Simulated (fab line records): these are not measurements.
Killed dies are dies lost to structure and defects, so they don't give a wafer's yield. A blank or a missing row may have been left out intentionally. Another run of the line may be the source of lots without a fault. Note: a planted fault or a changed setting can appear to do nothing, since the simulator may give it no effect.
Matching of chambers	flow sky130	4 sister chambers for SKY_POLY_GATE_ETCH_17 on rie-si-01
The step etches poly-Si in HBr/Cl2, stops on SiO2, target depth 180 nm, time 70.5 s. 4 wafers are shown with their chamber, then 7 later ones without.

EACH WAFER AND ITS CHAMBER
wafer	chamber	drypump-motor-current-A (A)
L180.6	3	6.1
L184.6	0	5.2
L186.1	1	5.8
L186.3	2	6.9

WAFERS WITH NO CHAMBER GIVEN
wafer	drypump-motor-current-A (A)
L186.5	6.8
L190.1	5.2
L190.2	6.2
L190.3	6.8
L193.2	6.9
L193.4	5.9
L193.6	6.2

EACH ONE'S CHAMBER
wafer	from the rows above	in truth
L186.5	2	2
L190.1	0	0
L190.2	3	3
L190.3	2	2
L193.2	2	2
L193.4	can't be placed: 1 or 3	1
L193.6	3	3
6 of 7 placed correctly. Unplaceable from these rows: 1, with the true chamber sitting among the candidates in 1. Placed wrongly: 0.
How it was worked out, from the rows above alone: a wafer's distance from a chamber is the root of the sum, over the readings, of the square of ((its reading less the chamber's mean) divided by the reading's scatter). The wafer belongs to the nearest chamber; if the next one is less than 2 further off, it can't be placed. A chamber's mean is the mean of its shown wafers. The scatter: root of mean squared gap, hidden wafer to nearest shown wafer, with one shown wafer a chamber.
